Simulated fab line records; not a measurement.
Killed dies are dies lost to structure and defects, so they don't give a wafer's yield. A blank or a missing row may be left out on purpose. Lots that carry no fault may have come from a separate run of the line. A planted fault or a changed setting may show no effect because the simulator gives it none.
A struck lot beside a sound one + flow sky130 + 23 out of 708 route steps
Sound: wafers L242.2, L242.3, L242.6. Wafers struck: L234.1, L234.4, L234.5. At the end, the cause is stated.
Per side, at each step with rows, come the tool, then ch with its chambers, and then its first start. Under that, the readings that differ: sound wafers + struck wafers + difference of the means + sigmas: that difference in standard deviations of wafers without a fault.
alike: a reading whose means differ by less than 2 such deviations, as well as words and numbers matching on both sides. not compared: withheld readings; readings where some wafer has no value; bounds like >300 that might hide an equal value; numbers whose values overlap and for which the record gives no deviation.
A row with sigmas, a row that says differs or no value, or rows on one side alone: a step with any of these is where the two part. Numbers that don't overlap but have no deviation are shown without sigmas and don't part them. Lack of a reading on every wafer of one side parts them only where that side has two or more wafers.

first, 1 step without rows for these wafers: SKY_POLY_GATE_OXIDATION_20 (stabilise 600 s, purge 300 s, target thk 4 nm).
SKY_POLY_GATE_THK_MEAS_21:
  struck on film_metro-04, day 21 13:13; sound on film_metro-01, day 23 23:22
  alike: POLY_GATE_OXIDATION_THK
SKY_POLY_GATE_CD_MEAS_22:
  struck on cd_sem-01, day 21 13:17; sound on cd_sem-02, day 23 23:26
  alike: cd_nm
then, 7 steps without rows for these wafers: SKY_LDD_N_DEHYDRATE_00 (time 60 s); SKY_LDD_N_HMDS_01 (prime time 60 s); SKY_LDD_N_COAT_02 (resist thk 300 nm); SKY_LDD_N_SOFTBAKE_03 (time 60 s); SKY_LDD_N_EXPOSE_04 (exposes mask NTM, target cd 840 nm); SKY_LDD_N_PEB_05; SKY_LDD_N_DEVELOP_06 (develop time 60 s).
SKY_LDD_N_OVL_MEAS_07:
  struck on overlay-01, day 22 19:27; sound on overlay-01, day 25 05:19
  alike: LDD_N_OVL
next, for these wafers, 1 step has no rows: SKY_LDD_N_IMPLANT_08.
SKY_LDD_N_IMPLANT_09:
  sound on implanter-04 ch 0, day 25 05:31; struck on implanter-04 ch 0, day 22 19:38
| reading            | sound                         | struck                           | difference  | sigmas      |
|--------------------|-------------------------------|----------------------------------|-------------|-------------|
| beam_on_s (s)      | 10.34 10.13 10.09             | 11.21 11.38 11.52                | +1.18       | +6          |
| dose_ions_cm2      | 7.505e+13 7.496e+13 7.494e+13 | 1.0651e+14 1.0661e+14 1.0653e+14 | +3.1567e+13 | +99 or more |
| faraday_current_uA | 409 420 421                   | 533 525 519                      | +109        | +13         |
then, 6 steps without rows for these wafers: SKY_LDD_N_IMPLANT_10; SKY_LDD_N_IMPLANT_11; SKY_LDD_N_IMPLANT_12; SKY_LDD_N_IMPLANT_13; SKY_LDD_N_IMPLANT_14; SKY_LDD_N_IMPLANT_15.
SKY_LDD_N_STRIP_16: strips in O2/N2.
  sound on plasma_asher-01 ch 0,1, day 25 06:32; struck on plasma_asher-03 ch 0,1, day 22 20:41
| reading                      | sound             | struck            | difference | sigmas |
|------------------------------|-------------------|-------------------|------------|--------|
| strip_time_to_endpoint_s (s) | 4.325 4.301 4.295 | 4.360 4.366 4.371 | +0.059     | +4     |
  alike: drypump_motor_current_A, o2_flow_sccm, oes_product_au
  not compared: rf_hours_counter_h
SKY_LDD_N_TW_MEAS_17:
  struck on film_metro-02, day 22 20:47; sound on film_metro-03, day 25 06:39
| reading  | sound          | struck         | difference | sigmas |
|----------|----------------|----------------|------------|--------|
| LDD_N_TW | 2556 2548 2574 | 2648 2657 2649 | +92        | +6     |
then, 1 step without rows for these wafers: SKY_LDD_P_DEHYDRATE_00 (time 60 s).
-- a jump in the record: the struck wafers' starts before and after are 26 days apart (it breaks off in module LDD_P and resumes in module PAD_OPEN, where the first step shown is number 708 of the route) --
SKY_PAD_OPEN_PROBE_99:
  rows exist in the record for the struck wafers here (prober-01, day 49 00:25), but not for the sound ones

== WHERE THEY PART ==
At SKY_LDD_N_IMPLANT_09 first; at SKY_PAD_OPEN_PROBE_99 last (within this record only).

WHY: what had been put in by the simulator
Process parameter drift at SKY_LDD_N_IMPLANT_09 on implanter-04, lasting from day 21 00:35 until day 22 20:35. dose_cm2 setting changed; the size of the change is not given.
